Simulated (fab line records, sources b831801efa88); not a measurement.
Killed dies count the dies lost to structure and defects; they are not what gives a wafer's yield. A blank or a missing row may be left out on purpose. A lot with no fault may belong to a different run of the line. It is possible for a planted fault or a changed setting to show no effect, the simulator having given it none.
One fault seen from 2 desks / flow sky130 / every desk sees just its own numbers, and what lay behind them comes last

TOOL OWNER'S DESK, implanter-01
The tool's own readings at SKY_LDD_LDN_IMPLANT_10: means of the sampled wafers that have a number, for each lot that ran on this tool. Any lot whose mean is over 4 standard deviations away from the usual mean is out of limits and marked OUT; that distance is given in the brackets.
Columns: A = beamEnergyKeV at SKY_LDD_LDN_IMPLANT_10, usual 15.001; B = rotationDeg at SKY_LDD_LDN_IMPLANT_10, usual 203.01 degrees
lot=L530; first seen here=day 23 21:14; A=15.002; B=203.01
lot=L534; first seen here=day 25 09:38; A=15.723 (+99 or more) OUT; B=202.99
lot=L537; first seen here=day 26 20:34; A=15.718 (+99 or more) OUT; B=203.00
lot=L545; first seen here=day 29 02:55; A=14.995; B=203.08
lot=L546; first seen here=day 29 12:58; A=15.004; B=203.03
lot=L548; first seen here=day 29 21:56; A=14.997; B=203.03
lot=L547; first seen here=day 30 00:55; A=15.000; B=203.03
This desk's verdict: out of limits on L534, L537, starting with L534 at day 25 09:38 (beamEnergyKeV at SKY_LDD_LDN_IMPLANT_10). L530, L545, L546, L548, L547 stayed within limits.

FROM THE METROLOGY DESK
Lot by lot, what the gauges showed, no matter which tool ran the lot: averages of those sampled wafers that carry a number. Any lot whose mean is over 4 standard deviations away from the usual mean is out of limits and marked OUT; that distance is given in the brackets.
Columns: A = cdNm at SKY_POLY_GATE_CD_MEAS_13, usual 150.0 nm
lot=L528; first seen here=day 16 11:05; A=150.9
lot=L530; first seen here=day 17 03:46; A=150.8
lot=L534; first seen here=day 18 16:43; A=151.2
lot=L535; first seen here=day 19 05:56; A=151.0
lot=L536; first seen here=day 19 17:22; A=149.9
lot=L537; first seen here=day 20 08:39; A=150.2
lot=L542; first seen here=day 22 05:37; A=150.5
lot=L545; first seen here=day 22 18:01; A=150.7
lot=L546; first seen here=day 23 04:57; A=151.2
lot=L548; first seen here=day 23 15:58; A=149.7
lot=L547; first seen here=day 23 18:08; A=149.4
lot=L550; first seen here=day 24 09:30; A=150.8
This desk's finding: nothing out of limits on any of the 12 lots.

ALL TOGETHER
The tool owner's desk had the chance to raise an alarm at day 25 09:38 on L534, L537.
The metrology desk saw nothing out of limits.
The metrology desk holds a record of L534, L537, inside its limits.
SKY_LDD_LDN_IMPLANT_10 was run on implanter-01 by each of the lots named.

WHAT THE SIMULATOR PUT IN
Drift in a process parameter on implanter-01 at SKY_LDD_LDN_IMPLANT_10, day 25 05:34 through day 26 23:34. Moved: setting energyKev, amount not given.
Shown lots that were struck: L534, L537.
How many hours passed from the start of the fault until each desk's first out-of-limits reading: the tool owner's desk, 4.
